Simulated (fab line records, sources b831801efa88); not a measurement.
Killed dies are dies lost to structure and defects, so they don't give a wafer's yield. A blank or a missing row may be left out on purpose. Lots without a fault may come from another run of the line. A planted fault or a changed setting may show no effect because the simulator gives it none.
Which tool did it? | flow sfq_line | 13 lots, 39 wafers sampled, at 2 steps of a route of 325

WHAT THE GAUGES READ, wafer by wafer
SFQ_M4_RS_MEAS_924: measures by four-point-probe.
lot  | measured     | on            | M4_NB_RS (ohm/sq)
L323 | day 46 21:16 | film_metro-04 | 0.890 0.892 0.901
L326 | day 47 23:35 | film_metro-04 | 0.910 0.914 0.918
L327 | day 49 13:25 | film_metro-03 | 0.893 0.896 0.897
L328 | day 49 14:34 | film_metro-01 | 0.893 0.891 0.897
L330 | day 50 18:48 | film_metro-03 | 0.900 0.907 0.900
L332 | day 51 01:20 | film_metro-01 | 0.885 0.888 0.886
L334 | day 51 17:16 | film_metro-01 | 0.900 0.897 0.896
L337 | day 52 16:01 | film_metro-04 | 0.901 0.899 0.662
L339 | day 53 17:49 | film_metro-03 | 0.889 0.885 0.883
L343 | day 57 14:37 | film_metro-04 | 0.891 0.893 0.897
L344 | day 62 21:59 | film_metro-04 | 0.898 0.904 0.894
L345 | day 62 23:12 | film_metro-03 | 0.888 0.885 0.886
L346 | day 63 02:48 | film_metro-04 | 0.889 0.890 0.890

WHICH TOOL RAN EACH LOT (tool, then ch and the chambers of the sampled wafers, then the start)
lot  | SFQ_TRILAYER_M4_DEP_SPUTTER_091
L323 | pvd_sputter-06, day 46 21:07
L326 | pvd_sputter-06, day 47 23:29
L327 | pvd_sputter-06, day 49 13:17
L328 | pvd_sputter-04, day 49 14:28
L330 | pvd_sputter-04, day 50 18:43
L332 | pvd_sputter-04, day 51 01:13
L334 | pvd_sputter-04, day 51 17:08
L337 | pvd_sputter-04, day 52 15:55
L339 | pvd_sputter-05, day 53 17:41
L343 | pvd_sputter-05, day 57 14:31
L344 | pvd_sputter-04, day 62 21:53
L345 | pvd_sputter-06, day 62 23:05
L346 | pvd_sputter-04, day 63 02:41
- SFQ_TRILAYER_M4_DEP_SPUTTER_091: material Nb, target thk 200 nm, time 133.3 s.

WHAT THE TOOLS THEMSELVES READ (means of the sampled wafers that have a number; where no wafer has one, the mark that the record gives instead)
SFQ_TRILAYER_M4_DEP_SPUTTER_091.
lot  | tool           | throttle_valve_pct (%)
L323 | pvd_sputter-06 | 30.0
L326 | pvd_sputter-06 | 29.8
L327 | pvd_sputter-06 | 29.9
L328 | pvd_sputter-04 | 30.7
L330 | pvd_sputter-04 | 30.5
L332 | pvd_sputter-04 | 30.5
L334 | pvd_sputter-04 | 30.0
L337 | pvd_sputter-04 | 31.6
L339 | pvd_sputter-05 | 30.1
L343 | pvd_sputter-05 | 29.6
L344 | pvd_sputter-04 | 30.0
L345 | pvd_sputter-06 | 30.3
L346 | pvd_sputter-04 | 30.8

THE ANSWER, worked out from the rows above alone
Rule: what is usual is taken from the lots themselves. Put in order of their means at a reading, lots are off if they are a third of the lots or fewer, leave a main group of 4 or more, and stand apart from it by a gap of 3 or more times the standard deviation of the main group's means; of several such gaps the widest counts. A main group whose means are all the same, to the digits that the tables above print for the reading, isn't used. A lot without any number at a reading at which 4 lots or more have one is off too. The other lots that the step has rows for count as sound. The gauges are gone through in route order, then the tools' own readings, and for those a lot's mean is taken as printed above. The first step at which some lot is off is used, and at that step the reading that is off furthest; a lot without a number counts as furthest.
Off: L337, at SFQ_M4_RS_MEAS_924 (M4_NB_RS). The main group: mean 0.895 ohm/sq, standard deviation 0.0077.
A tool fits if, at a process step before that reading, it ran every lot that is off, and no sound lot after the first of them. The gauges at SFQ_M4_RS_MEAS_924 are tried like those tools. None of those tried fits.

WHAT THE SIMULATOR HAD PUT IN
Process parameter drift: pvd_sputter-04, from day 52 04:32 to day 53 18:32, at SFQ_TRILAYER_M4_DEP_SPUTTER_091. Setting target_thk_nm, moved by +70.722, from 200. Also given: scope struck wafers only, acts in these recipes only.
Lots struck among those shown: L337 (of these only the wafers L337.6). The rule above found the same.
